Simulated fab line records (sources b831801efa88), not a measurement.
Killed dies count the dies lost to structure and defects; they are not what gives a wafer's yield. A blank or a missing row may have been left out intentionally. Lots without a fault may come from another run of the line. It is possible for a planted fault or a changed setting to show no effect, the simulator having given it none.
Chamber matching || flow gf180mcu || GF_V2_CVD_02 on pecvd-03: 3 sister chambers
The step deposits SiO2 from TEOS, target thk 850 nm, time 94.851 s. 14 wafers are shown with their chamber, then 7 later ones without.

== EACH WAFER AND ITS CHAMBER ==
{"wafer": "L078.1", "chamber": 0, "heater-power-w (W)": 557}
{"wafer": "L078.2", "chamber": 1, "heater-power-w (W)": 791}
{"wafer": "L078.3", "chamber": 2, "heater-power-w (W)": 670}
{"wafer": "L078.4", "chamber": 1, "heater-power-w (W)": 618}
{"wafer": "L078.5", "chamber": 0, "heater-power-w (W)": 452}
{"wafer": "L078.6", "chamber": 2, "heater-power-w (W)": 535}
{"wafer": "L080.2", "chamber": 1, "heater-power-w (W)": 758}
{"wafer": "L080.5", "chamber": 1, "heater-power-w (W)": 782}
{"wafer": "L080.6", "chamber": 2, "heater-power-w (W)": 619}
{"wafer": "L082.1", "chamber": 2, "heater-power-w (W)": 672}
{"wafer": "L082.2", "chamber": 0, "heater-power-w (W)": 519}
{"wafer": "L082.3", "chamber": 1, "heater-power-w (W)": 736}
{"wafer": "L082.4", "chamber": 0, "heater-power-w (W)": 553}
{"wafer": "L082.5", "chamber": 1, "heater-power-w (W)": 808}

SIGNATURES (averages over the wafers above)
{"reading": "heater-power-w", "chamber 0": 520.25, "chamber 1": 748.83, "chamber 2": 624.00, "scatter within a chamber": 62.7}
Rule: a wafer lies at a distance from a chamber equal to the root of the sum of squares, over the readings, of (its reading less the chamber's mean, divided by the reading's scatter). If the next closest chamber is less than 2 further off than the closest, the wafer can't be placed; otherwise it belongs to the closest. How the scatter is found: for the shown wafers, subtract from each reading the mean of its chamber, square and add these, divide the total by (wafers less chambers), then take the root.

== WAFERS WITH NO CHAMBER GIVEN ==
{"wafer": "L082.6", "heater-power-w (W)": 534}
{"wafer": "L089.3", "heater-power-w (W)": 596}
{"wafer": "L089.4", "heater-power-w (W)": 551}
{"wafer": "L089.6", "heater-power-w (W)": 643}
{"wafer": "L094.1", "heater-power-w (W)": 684}
{"wafer": "L094.2", "heater-power-w (W)": 630}
{"wafer": "L094.4", "heater-power-w (W)": 694}

== WHICH CHAMBER EACH ONE RAN IN ==
{"wafer": "L082.6", "from the rows above": "can't be placed: 0 or 2", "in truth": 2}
{"wafer": "L089.3", "from the rows above": "can't be placed: 2 or 0 or 1", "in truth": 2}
{"wafer": "L089.4", "from the rows above": "can't be placed: 0 or 2", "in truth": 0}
{"wafer": "L089.6", "from the rows above": "can't be placed: 2 or 1 or 0", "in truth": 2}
{"wafer": "L094.1", "from the rows above": "can't be placed: 2 or 1 or 0", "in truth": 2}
{"wafer": "L094.2", "from the rows above": "can't be placed: 2 or 0 or 1", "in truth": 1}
{"wafer": "L094.4", "from the rows above": "can't be placed: 1 or 2 or 0", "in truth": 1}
0 of 7 placed correctly. Unplaceable from these rows: 7, with the true chamber sitting among the candidates in 7. 0 placed wrongly.
